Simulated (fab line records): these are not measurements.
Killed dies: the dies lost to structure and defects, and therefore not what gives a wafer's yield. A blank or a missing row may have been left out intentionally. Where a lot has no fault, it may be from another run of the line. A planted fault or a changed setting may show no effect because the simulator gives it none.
Struck lot and sound lot, side by side ; flow sky130 ; 17 steps out of a route of 708
Sound: wafers L641.2, L641.3, L641.5. Wafers struck: L658.1, L658.2, L658.6. At the end, the cause is stated.
Each step with rows lists, per side, the tool, then ch with its chambers, then its first start. Under that, the readings that differ: sound wafers ; struck wafers ; difference of the means ; sigmas: that difference in standard deviations of wafers without a fault.
alike: readings with means less than 2 such deviations apart, plus words and numbers identical on both sides. not compared: withheld readings, readings lacking a value on some wafer, bounds such as >300 that could conceal the same value, and numbers that have no deviation in the record and whose values overlap.
The two part at a step that has a row with sigmas, a row that says differs or no value, or rows on one side only. Numbers that have no deviation but don't overlap get no sigmas and don't part them. A reading that every wafer of one side lacks parts them only if that side has two wafers or more.

first, 3 steps without rows for these wafers: SKY_SONOS_ONO_WET_ETCH_18 (etches Si3N4 in H3PO4, target depth 15 nm, time 172 s); SKY_GATE_OXIDE_CLEAN_00 (cleans in SC1/SC2, time 150 s); SKY_GATE_OXIDE_OXIDATION_01 (stabilise 600 s, purge 300 s, target thk 10.268 nm).
SKY_GATE_OXIDE_THK_MEAS_02:
  sound on film_metro-02 at day 14 06:15; struck on film_metro-02 at day 19 19:49
  alike: GATE_OXIDE_OXIDATION_00_THK
then, 7 steps without rows for these wafers: SKY_GATE_OXIDE_DEHYDRATE_03 (time 60 s); SKY_GATE_OXIDE_HMDS_04 (prime time 60 s); SKY_GATE_OXIDE_COAT_05 (resist thk 1140 nm); SKY_GATE_OXIDE_SOFTBAKE_06 (time 60 s); SKY_GATE_OXIDE_EXPOSE_07 (exposes mask LVOM, target cd 600 nm); SKY_GATE_OXIDE_PEB_08; SKY_GATE_OXIDE_DEVELOP_09 (develop time 60 s).
SKY_GATE_OXIDE_OVL_MEAS_10:
  sound on overlay-02 at day 15 08:20; struck on overlay-01 at day 21 02:38
  alike: GATE_OXIDE_OVL
SKY_GATE_OXIDE_IMPLANT_11:
  sound on implanter-02 ch 0, day 15 08:23; struck on implanter-03 ch 0, day 21 02:40
reading;sound;struck;difference;sigmas
dose_ions_cm2;2.596e+12 2.598e+12 2.598e+12;1.863e+12 1.858e+12 1.854e+12;-7.390e+11;-99 or more
faraday_current_uA;15.04 14.42 14.49;10.57 10.90 10.83;-3.88;-14
then, 1 step without rows for these wafers: SKY_GATE_OXIDE_WET_ETCH_12 (etches SiO2 in dHF, target depth 16.8 nm, time 336 s).
SKY_GATE_OXIDE_STRIP_13: strips in O2/N2.
  sound on plasma_asher-01 ch 0,1, day 15 08:37; struck on plasma_asher-01 ch 0,1, day 21 02:55
  alike: drypump_motor_current_A, oes_product_au, strip_time_to_endpoint_s
  not compared: rf_hours_counter_h
SKY_GATE_OXIDE_TW_MEAS_14:
  sound on film_metro-01 at day 15 08:43; struck on film_metro-03 at day 21 03:15
reading;sound;struck;difference;sigmas
GATE_OXIDE_TW;224.8 224.6 225.9;201.9 202.3 201.3;-23.3;-17
  not compared: hold
-- here the record skips 29 days between the struck wafers' starts before and after, leaving off in module GATE_OXIDE and picking up in module PAD_OPEN (first step shown: number 708 of the route) --
SKY_PAD_OPEN_PROBE_99:
  sound on prober-01 at day 46 21:25; struck on prober-02 at day 50 10:58
reading;sound;struck;difference;sigmas
hold;- - -;await_dispo/2.9h/release await_dispo/2.9h/release await_dispo/2.9h/release;no value on the sound wafers;
model.etest.tip_p.rs_ohm_sq;6935 6945 6909;7373 7356 7442;+461;
model.etest.pfet_01v8.r_on_ohm_um;2943 2948 2953;3271 3257 3167;+284;
model.etest.nfet_01v8_lvt.drive_ua_um;579.1 564.7 574.2;616.6 610.3 634.4;+47.8;
model.etest.nfet_01v8.drive_ua_um;506.9 499.6 498.1;540.7 536.1 553.8;+42.0;
model.etest.nfet_01v8_swapped.drive_ua_um;508.9 500.4 494.3;546 535.7 557.8;+45;
model.etest.nfet_01v8_turned.drive_ua_um;510.2 500.8 499.1;541 533.3 557.7;+41;
model.etest.sram_nfet_pass.drive_ua_um;485.6 498.8 479;506.2 511.7 539.8;+31.4;
model.etest.nfet_01v8.r_on_ohm_um;833.4 848.4 840.5;805.1 814 785.5;-39.2;
  alike: killed_at_M0_to_M3, killed_at_M4_up, killed_at_contacts, killed_at_front_end, killed_at_other, killed_dies, killed_open, killed_short

## WHERE THEY PART
First at SKY_GATE_OXIDE_IMPLANT_11; last, within this record, at SKY_PAD_OPEN_PROBE_99.

WHY: what the simulator had put in
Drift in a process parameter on implanter-03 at SKY_GATE_OXIDE_IMPLANT_11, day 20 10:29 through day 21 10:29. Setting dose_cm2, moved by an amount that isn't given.
